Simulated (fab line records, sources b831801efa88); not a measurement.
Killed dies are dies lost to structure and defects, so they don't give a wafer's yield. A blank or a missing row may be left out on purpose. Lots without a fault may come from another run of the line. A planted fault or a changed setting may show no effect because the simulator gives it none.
A struck lot beside a sound one | flow sky130 | 14 steps out of a route of 708
Sound: wafers L963.2, L963.3, L963.6. Struck: wafers L968.4, L968.5, L968.6. The cause comes at the end.
At each step with rows: each side's tool, then ch and its chambers, then its first start. Under that, the readings that differ: sound wafers | struck wafers | difference of the means | sigmas: that difference in standard deviations of wafers without a fault.
alike: readings whose means differ by less than 2 such deviations, and words and numbers that are the same on both sides. not compared: withheld readings, readings that some wafer has no value for, bounds like >300 that may hide the same value, and numbers for which the record gives no deviation and whose values overlap.
The two part at a step that has a row with sigmas, a row that says differs or no value, or rows on one side only. Numbers that don't overlap but have no deviation are shown without sigmas and don't part them. A reading that every wafer of one side lacks parts them only if that side has two wafers or more.

first, 3 steps without rows for these wafers: SKY_METAL2_EXPOSE_12 (exposes mask MM2, target cd 140 nm); SKY_METAL2_PEB_13; SKY_METAL2_DEVELOP_14 (develop time 60 s).
SKY_METAL2_CD_MEAS_15: target cd 140 nm.
  sound on cd_sem-02, day 36 18:59; struck on cd_sem-01, day 38 09:48
  reading    | sound             | struck            | difference | sigmas
  cd_nm (nm) | 138.8 139.1 139.9 | 143.6 143.8 142.2 | +3.9       | +3
SKY_METAL2_OVL_MEAS_16:
  sound on overlay-02, day 36 19:05; struck on overlay-02, day 38 09:53
  alike: METAL2_OVL
SKY_METAL2_DESCUM_17: chemistry O2, time 8 s.
  sound on rie_metal-01 ch 0,1, day 36 19:07; struck on rie_metal-03 ch 0,1, day 38 09:55
  alike: drypump_motor_current_A, oes_product_au, temp_c
  not compared: rf_hours_counter_h
SKY_METAL2_ETCH_18: etches BARC in N2/H2, stops on SiO2, time 45.9 s, target depth 60 nm.
  sound on rie_metal-01 ch 0,1, day 36 19:10; struck on rie_metal-03 ch 0,1, day 38 09:57
  alike: drypump_motor_current_A, oes_product_au, throttle_valve_pct
  not compared: rf_hours_counter_h
SKY_METAL2_METAL_ETCH_19: etches the open film in Cl2/BCl3, stops on SiO2, target depth 360 nm, time 78 s.
  sound on rie_metal-01 ch 0,1, day 36 19:13; struck on rie_metal-03 ch 0,1, day 38 10:01
  alike: drypump_motor_current_A, oes_product_au, throttle_valve_pct
  not compared: rf_hours_counter_h
SKY_METAL2_STRIP_20: strips in O2/N2.
  sound on plasma_asher-01 ch 0,1, day 36 19:19; struck on plasma_asher-04 ch 0,1, day 38 10:07
  alike: drypump_motor_current_A, oes_product_au, strip_time_to_endpoint_s
  not compared: rf_hours_counter_h
then, 3 steps without rows for these wafers: SKY_METAL2_STRIP_21 (strips in post etch residue remover, time 1200 s); SKY_METAL2_CLEAN_22 (cleans in IPA, time 180 s); SKY_METAL2_CLEAN_23 (cleans in O3/DIW).
SKY_VIA2_HDPCVD_00: deposits SiO2, target thk 1180 nm, time 196.7 s.
  sound on hdpcvd-02 ch 0,1,2, day 36 19:58; struck on hdpcvd-02 ch 0,1,2, day 38 10:45
  no value came back on the struck wafers for pressure_mtorr (mTorr), run_length_s (s); on the sound wafers pressure_mtorr (mTorr) reads 6.008 6.018 6.009
SKY_PAD_OPEN_PROBE_99:
  the record has rows for the sound wafers here (prober-01, day 47 04:22) and none for the struck ones

WHERE THEY PART
First at SKY_METAL2_CD_MEAS_15; last, within this record, at SKY_PAD_OPEN_PROBE_99.

WHY: what the simulator had put in
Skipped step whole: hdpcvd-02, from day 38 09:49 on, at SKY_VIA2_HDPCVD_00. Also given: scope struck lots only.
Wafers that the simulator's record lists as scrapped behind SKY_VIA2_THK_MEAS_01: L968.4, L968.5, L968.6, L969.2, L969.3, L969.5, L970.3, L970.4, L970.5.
